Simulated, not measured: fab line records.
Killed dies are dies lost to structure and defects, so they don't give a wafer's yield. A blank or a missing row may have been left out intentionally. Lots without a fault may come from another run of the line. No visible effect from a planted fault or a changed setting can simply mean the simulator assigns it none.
Matching of chambers -- flow sky130 -- SKY_CONTACT_CMP_27 on cmp-01: 4 sister chambers
The step polishes, stops on SiO2, t overpolish 15 s, target thk 0 nm. 16 wafers are shown with their chamber, then 8 later ones without.

== EACH WAFER AND ITS CHAMBER ==
wafer,chamber,motor-current-A (A),time-to-endpoint-s (s),overpolish-run-s (s)
L839.1,0,9.8,79,14.993
L839.2,1,9.8,81,14.987
L839.4,2,14.0,83,14.991
L841.1,3,12.7,83,14.989
L841.5,2,13.4,80,14.983
L841.6,1,9.6,80,15.002
L845.1,1,9.5,77,15.003
L845.4,3,11.9,84,15.008
L845.6,1,9.9,75,15.010
L849.1,2,13.8,80,15.004
L849.3,1,10.3,74,15.007
L849.4,0,10.1,76,14.999
L851.1,3,12.2,84,15.018
L851.2,2,14.4,80,15.013
L851.3,1,9.6,77,15.004
L859.1,1,10.3,74,15.006

SIGNATURES (means of the wafers above)
reading,chamber 0,chamber 1,chamber 2,chamber 3,scatter within a chamber
motor-current-A,9.950,9.857,13.900,12.267,0.359
time-to-endpoint-s,77.50,76.86,80.75,83.67,2.21
overpolish-run-s,14.99600,15.00271,14.99775,15.00500,0.0105
Rule: distance of a wafer from a chamber = root of the sum over the readings of ((wafer's reading minus chamber's mean) / reading's scatter) squared. If the next closest chamber is less than 2 further off than the closest, the wafer can't be placed; otherwise it belongs to the closest. The scatter is the square root of a quotient: the sum, over the shown wafers, of each reading's squared deviation from its chamber's mean, divided by wafers minus chambers.

== WAFERS WITH NO CHAMBER GIVEN ==
wafer,motor-current-A (A),time-to-endpoint-s (s),overpolish-run-s (s)
L859.3,12.9,81,15.018
L859.5,10.3,76,14.986
L861.2,9.8,76,15.005
L861.4,13.6,78,14.993
L861.5,12.4,84,15.009
L862.1,13.3,74,15.001
L862.3,9.9,73,15.013
L862.6,10.3,74,15.001

== THE CHAMBER EACH PASSED THROUGH ==
wafer,from the rows above,in truth
L859.3,can't be placed: 3 or 2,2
L859.5,can't be placed: 0 or 1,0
L861.2,can't be placed: 1 or 0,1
L861.4,2,2
L861.5,3,3
L862.1,can't be placed: 2 or 3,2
L862.3,can't be placed: 1 or 0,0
L862.6,can't be placed: 1 or 0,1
Placed correctly: 2 of 8. Unplaceable from these rows: 6, with the true chamber sitting among the candidates in 6. 0 placed wrongly.
